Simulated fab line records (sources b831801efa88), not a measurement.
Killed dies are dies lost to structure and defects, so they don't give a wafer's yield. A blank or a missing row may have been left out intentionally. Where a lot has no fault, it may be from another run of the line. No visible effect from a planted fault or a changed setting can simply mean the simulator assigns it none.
Problem report in the 8D (eight disciplines) form, filled by code    flow sky130    the parts of the form that need people (team, actions taken, sign-off) are left out

== 1. WHAT WENT WRONG ==
Across 6 wafers from 2 lots, LDD_HVN_TW at SKY_LDD_HVN_TW_MEAS_10 averages 1379, while fault-free wafers read 1435 with a standard deviation of 9.8. That is -5.7 standard deviations from the usual mean.
The first sign was on wafer L109.2 at day 25 18:43, on filmMetro-04. At this step, 39 wafers from 13 lots have a number in the record. Rule for "out", or "out of limits": more than 4 standard deviations from the usual mean. All remaining wafers that have a number are taken as sound.

== 2. WHAT IT IS, AND WHAT IT ISN'T ==
question                     is                          is not
which readings at this step  LDD_HVN_TW                  -
which lots                   L109, L111                  L100, L102, L103, L105, L114, L116, L117, L994, L995, L997, L999
which wafers of those lots   all that have a number      -
read on which gauges         filmMetro-02, filmMetro-04  filmMetro-01
when                         from day 25 18:43           up to then (24 sound wafers); but 9 sound wafers of L114, L116, L117 came after

== 3. SUSPECTS, AND WHAT RULES EACH OUT ==
Counting: a tool stays on the suspect list if, at a process step up to the reading, it processed all lots that are out and no sound lot following the first of them.
- the gauge at SKY_LDD_HVN_TW_MEAS_10 has been ruled out. 2 gauges (filmMetro-02, filmMetro-04) read the wafers that are out.
- implanter-03 at SKY_LDD_HVN_IMPLANT_08: kept. All lots that are out passed through it, beginning with L109 at day 25 18:28, and no sound lot followed; its final sound lot before that point was L103 at day 24 00:48.
Remaining after the count: implanter-03 at SKY_LDD_HVN_IMPLANT_08.

== 4. THE CAUSE (what the simulator had put in) ==
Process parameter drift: implanter-03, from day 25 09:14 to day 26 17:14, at SKY_LDD_HVN_IMPLANT_08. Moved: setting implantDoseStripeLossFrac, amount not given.
The count eliminated every tool but this one.

== 5. THE EFFECT CHAIN, in route order ==
One row per reading whose mean, taken over the struck wafers that have a number, lies over 3 standard deviations from the usual. Readings are gone through only where the record gives a usual standard deviation; hours: the median, over the lots, of the time from a lot's start at the first step in this table giving one to that lot's start at this step; sigmas: the change measured in usual standard deviations.
hours  step                    reading     usual  on struck wafers  change  sigmas
0      SKY_LDD_HVN_TW_MEAS_10  LDD_HVN_TW  1435   1379              -56     -5.7

== 6. WHAT WOULD HAVE CAUGHT IT SOONER ==
9 hours passed between the start of the fault at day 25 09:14 and the first reading out of limits at a measuring or inspecting step in this record, taken at day 25 18:43.
An alarm limit of 4 standard deviations would not have fired on the tool readings at SKY_LDD_HVN_IMPLANT_08 for which the record gives a usual standard deviation, since none of them was out on any struck wafer.
Of the lots that are out (2), L111 began SKY_LDD_HVN_IMPLANT_08 on implanter-03 after day 25 18:43. It would have been spared by a hold on the tool at that moment.
